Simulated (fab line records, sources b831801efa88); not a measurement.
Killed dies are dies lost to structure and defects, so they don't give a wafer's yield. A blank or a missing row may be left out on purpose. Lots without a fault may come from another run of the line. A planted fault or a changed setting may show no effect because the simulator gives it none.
Chamber matching | flow sky130 | SKY_VIA4_CMP_02 on cmp-01: 4 sister chambers
The step polishes SiO2. 18 wafers are shown with their chamber, then 9 later ones without.

WAFERS WITH THEIR CHAMBER
wafer  | chamber | motor_current_A (A)
L398.1 | 3       | 12.3
L398.3 | 1       | 13.4
L398.4 | 2       | 12.6
L401.1 | 3       | 12.8
L401.4 | 2       | 12.7
L401.6 | 0       | 11.5
L402.4 | 1       | 12.2
L402.5 | 2       | 12.2
L402.6 | 1       | 12.7
L408.1 | 2       | 12.6
L408.2 | 1       | 12.1
L408.3 | 0       | 11.5
L416.1 | 2       | 12.6
L416.3 | 0       | 11.7
L416.6 | 0       | 11.9
L417.1 | 0       | 11.9
L417.2 | 1       | 12.4
L417.3 | 2       | 12.5

SIGNATURES (means of the wafers above)
reading         | chamber 0 | chamber 1 | chamber 2 | chamber 3 | scatter within a chamber
motor_current_A | 11.700    | 12.560    | 12.533    | 12.550    | 0.331
Rule: a wafer's distance from a chamber is the root of the sum, over the readings, of the square of ((its reading less the chamber's mean) divided by the reading's scatter). The wafer belongs to the nearest chamber; if the next one is less than 2 further off, it can't be placed. The scatter: the root of (the sum of the squares of (reading less its chamber's mean) over the shown wafers, divided by (wafers less chambers)).

WAFERS WITHOUT THEIR CHAMBER
wafer  | motor_current_A (A)
L418.1 | 11.1
L418.4 | 12.5
L418.6 | 12.5
L419.3 | 13.0
L419.5 | 11.7
L419.6 | 12.5
L420.2 | 13.2
L420.3 | 12.5
L420.6 | 13.0

WHICH CHAMBER EACH WENT THROUGH
wafer  | from the rows above          | in truth
L418.1 | 0                            | 0
L418.4 | can't be placed: 2 or 3 or 1 | 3
L418.6 | can't be placed: 2 or 3 or 1 | 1
L419.3 | can't be placed: 1 or 3 or 2 | 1
L419.5 | 0                            | 0
L419.6 | can't be placed: 2 or 3 or 1 | 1
L420.2 | can't be placed: 1 or 3 or 2 | 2
L420.3 | can't be placed: 2 or 3 or 1 | 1
L420.6 | can't be placed: 1 or 3 or 2 | 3
Placed correctly: 2 of 9. Can't be placed from these rows: 7 (the true chamber is among the candidates in 7). Placed wrongly: 0.
